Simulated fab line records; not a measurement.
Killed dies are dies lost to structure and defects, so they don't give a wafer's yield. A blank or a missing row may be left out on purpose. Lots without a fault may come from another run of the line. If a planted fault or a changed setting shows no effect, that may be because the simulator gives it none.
Which tool was responsible? | flow sky130 | Sampling: 12 lots, 36 wafers, 2 of 708 route steps

WHAT THE GAUGES READ, wafer by wafer
SKY_METAL2_RS_MEAS_05: uses a four-point probe to measure.
lot  | measured     | on            | METAL2_ALCU_RS (ohm/sq)
L141 | day 34 20:15 | film metro-04 | 0.1257 0.1266 0.1255
L142 | day 35 06:53 | film metro-04 | 0.1253 0.1269 0.1268
L144 | day 36 03:49 | film metro-01 | 0.1262 0.1260 0.1262
L146 | day 36 23:04 | film metro-02 | 0.1279 0.1272 0.1273
L147 | day 37 10:26 | film metro-02 | 0.1259 0.1273 0.1265
L149 | day 37 15:05 | film metro-01 | 0.1268 0.1266 0.1263
L154 | day 39 04:03 | film metro-01 | 0.1282 0.1262 0.1283
L155 | day 39 18:35 | film metro-04 | 0.1266 0.1270 0.1280
L157 | day 39 22:41 | film metro-02 | 0.1282 0.1270 0.1266
L160 | day 40 16:31 | film metro-04 | 0.1256 0.1275 0.1256
L161 | day 41 01:50 | film metro-04 | 0.1257 0.1245 0.1263
L162 | day 41 07:59 | film metro-02 | 0.1244 0.1243 0.1231

EACH LOT AND THE TOOL THAT RAN IT (in order: tool; ch and the chambers of the sampled wafers; start)
lot  | SKY_VIA1_SPUTTER_20
L141 | pvd sputter-03, day 34 19:28
L142 | pvd sputter-02, day 35 06:05
L144 | pvd sputter-03, day 36 02:59
L146 | pvd sputter-02, day 36 22:17
L147 | pvd sputter-01, day 37 09:39
L149 | pvd sputter-03, day 37 14:17
L154 | pvd sputter-03, day 39 00:56
L155 | pvd sputter-02, day 39 17:47
L157 | pvd sputter-01, day 39 21:52
L160 | pvd sputter-03, day 40 15:44
L161 | pvd sputter-01, day 41 01:04
L162 | pvd sputter-03, day 41 06:59
- SKY_VIA1_SPUTTER_20: material TiN, target thk 20 nm, time 80 s.

AS READ BY THE TOOLS THEMSELVES (means over the sampled wafers that have a number; for cases with no such wafer, the mark the record gives instead)
SKY_VIA1_SPUTTER_20.
lot  | tool           | throttle valve pct (%)
L141 | pvd sputter-03 | 30.2
L142 | pvd sputter-02 | 31.1
L144 | pvd sputter-03 | 30.4
L146 | pvd sputter-02 | 29.8
L147 | pvd sputter-01 | 29.6
L149 | pvd sputter-03 | 29.8
L154 | pvd sputter-03 | 30.4
L155 | pvd sputter-02 | 29.9
L157 | pvd sputter-01 | 29.7
L160 | pvd sputter-03 | 29.9
L161 | pvd sputter-01 | 28.8
L162 | pvd sputter-03 | 30.8

THE ANSWER, worked out from the rows above alone
Rule: usual is defined by the lots themselves. The widest of any qualifying gaps counts: lots, ordered by their means at a reading, are off when they make up no more than a third of the lots, leave a main group of 4 or more, and stand apart from it by 3 or more times the standard deviation of that group's means. The tables above print the reading to a certain number of digits; a main group whose means all agree to those digits is not used. A lot without any number at a reading at which 4 lots or more have one is off too. The other lots that the step has rows for count as sound. After the gauges, taken in route order, come the tools' own readings; for these a lot's mean is taken, as printed above. The first step at which some lot is off is used, and at that step the reading that is off furthest; a lot without a number counts as furthest.
No lot is off on any of the readings shown, so nothing can be concluded from this.

WHAT HAD BEEN PUT IN BY THE SIMULATOR
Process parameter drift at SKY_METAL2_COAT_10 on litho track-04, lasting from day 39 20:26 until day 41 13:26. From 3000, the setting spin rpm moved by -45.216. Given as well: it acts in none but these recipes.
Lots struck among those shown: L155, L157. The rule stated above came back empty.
